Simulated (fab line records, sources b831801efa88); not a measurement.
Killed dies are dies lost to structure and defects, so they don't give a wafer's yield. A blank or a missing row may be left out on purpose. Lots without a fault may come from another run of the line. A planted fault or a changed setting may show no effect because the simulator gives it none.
Split-lot experiment | flow gf180mcu | 5 lots, 23 wafers read, on a route of 602 steps

THE SPLIT
At GF_M3_SPUTTER_00 (material Ti, target thk 37.5 nm, time 150 s), the setting time_s was moved away from the recipe's 150 s on 7 of the 23 wafers read, by -15.0% to +7.9%. The other wafers ran this setting at the recipe's value.

The reading is taken at the split's own step.

THE READING
Ti_of_M3_SPUTTER_00.thk_nm (the simulator's own value, which no gauge read), in nm, at GF_M3_SPUTTER_00 (material Ti, target thk 37.5 nm, time 150 s). The file gives no usual value for it. The 16 wafers here that ran the recipe average 37.28 nm, standard deviation 0.39 nm.

wafer  | tool, chamber at the split | time_s as run, s | against the recipe | Ti_of_M3_SPUTTER_00.thk_nm, nm | against lot-mates on the recipe
L074.3 | pvd_sputter-01, -          | 150              | recipe             | 36.77                          | -
L074.4 | pvd_sputter-01, -          | 150              | recipe             | 36.38                          | -
L074.5 | pvd_sputter-01, -          | 150              | recipe             | 36.71                          | -
L079.1 | pvd_sputter-04, -          | 150              | recipe             | 37.78                          | -
L079.3 | pvd_sputter-04, -          | 150              | recipe             | 37.51                          | -
L079.5 | pvd_sputter-04, -          | 150              | recipe             | 37.51                          | -
L079.4 | pvd_sputter-04, -          | 150              | recipe             | 37.65                          | -
L079.6 | pvd_sputter-04, -          | 150              | recipe             | 37.47                          | -
L080.1 | pvd_sputter-03, -          | 150              | recipe             | 37.6                           | -
L080.2 | pvd_sputter-03, -          | 150              | recipe             | 37.32                          | -
L080.3 | pvd_sputter-03, -          | 127.5            | -15.0%             | 31.77                          | -5.69
L080.5 | pvd_sputter-03, -          | 127.5            | -15.0%             | 31.8                           | -5.66
L080.6 | pvd_sputter-03, -          | 127.5            | -15.0%             | 31.66                          | -5.80
L081.1 | pvd_sputter-04, -          | 139.8            | -6.8%              | 34.65                          | -2.54
L081.3 | pvd_sputter-04, -          | 150              | recipe             | 37.01                          | -
L081.4 | pvd_sputter-04, -          | 150              | recipe             | 37.34                          | -
L081.5 | pvd_sputter-04, -          | 150              | recipe             | 37.21                          | -
L081.6 | pvd_sputter-04, -          | 139.8            | -6.8%              | 34.48                          | -2.71
L082.2 | pvd_sputter-03, -          | 150              | recipe             | 37.48                          | -
L082.3 | pvd_sputter-03, -          | 150              | recipe             | 37.06                          | -
L082.4 | pvd_sputter-03, -          | 161.8            | +7.9%              | 40.24                          | +2.82
L082.5 | pvd_sputter-03, -          | 150              | recipe             | 37.72                          | -
L082.6 | pvd_sputter-03, -          | 161.8            | +7.9%              | 40.41                          | +2.99

THE FIT
A straight line over all 23 wafers: Ti_of_M3_SPUTTER_00.thk_nm changes by +0.375 nm for each +1% of time_s; r = +0.99; the points scatter about the line by 0.35 nm.
The same after taking each lot's own level away (the mean of its wafers on the recipe; 23 wafers): +0.379 nm for each +1%; r = +1.00; scatter 0.16 nm.
On that fit, the largest move of time_s shifts the reading by 5.7 nm.
The lots' own levels span 36.620 to 37.584 nm, that is 2.5 times the standard deviation above.
So the lot-to-lot level changes the slope little: the two slopes agree.
Check: with one of the wafers moved furthest among these (-15.0%) left out of the fit, the line predicts -5.71 nm for it against its lot-mates. It came out at -5.69 nm against them.

THE FILE'S OWN FIT
Ti_of_M3_SPUTTER_00.thk_nm changes by +0.38 nm for each +1% of time_s, r = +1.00.
